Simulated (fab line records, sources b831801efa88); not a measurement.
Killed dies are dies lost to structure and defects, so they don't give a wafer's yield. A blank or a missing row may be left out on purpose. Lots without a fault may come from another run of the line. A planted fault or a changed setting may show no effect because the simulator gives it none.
Chamber matching | flow gf180mcu | GF_V4_ETCH_16 on rie_diel-03: 4 sister chambers
The step etches BARC in N2/H2. 8 wafers are shown with their chamber, then 9 later ones without.

WAFERS WITH THEIR CHAMBER
wafer  | chamber | drypump_motor_current_A (A) | oes_product_au (a.u.)
L083.1 | 1       | 5.87                        | 0.849
L083.3 | 0       | 5.35                        | 0.854
L083.4 | 2       | 6.00                        | 0.855
L083.5 | 3       | 6.43                        | 0.852
L083.6 | 2       | 5.98                        | 0.848
L087.1 | 1       | 5.87                        | 0.850
L087.2 | 3       | 6.40                        | 0.856
L087.3 | 0       | 5.33                        | 0.852

WAFERS WITHOUT THEIR CHAMBER
wafer  | drypump_motor_current_A (A) | oes_product_au (a.u.)
L087.4 | 5.98                        | 0.859
L087.5 | 5.97                        | 0.863
L087.6 | 6.36                        | 0.858
L088.1 | 6.38                        | 0.853
L088.2 | 5.33                        | 0.859
L088.4 | 6.00                        | 0.854
L096.1 | 5.88                        | 0.847
L096.2 | 6.34                        | 0.850
L096.4 | 5.98                        | 0.846

WHICH CHAMBER EACH WENT THROUGH
wafer  | from the rows above | in truth
L087.4 | 2                   | 2
L087.5 | 2                   | 2
L087.6 | 3                   | 3
L088.1 | 3                   | 3
L088.2 | 0                   | 0
L088.4 | 2                   | 2
L096.1 | 1                   | 1
L096.2 | 3                   | 3
L096.4 | 2                   | 2
Placed correctly: 9 of 9. Can't be placed from these rows: 0. Placed wrongly: 0.
How it was worked out, from the rows above alone: a wafer's distance from a chamber is the root of the sum, over the readings, of the square of ((its reading less the chamber's mean) divided by the reading's scatter). The wafer belongs to the nearest chamber; if the next one is less than 2 further off, it can't be placed. A chamber's mean is the mean of its shown wafers. The scatter: the root of (the sum of the squares of (reading less its chamber's mean) over the shown wafers, divided by (wafers less chambers)).
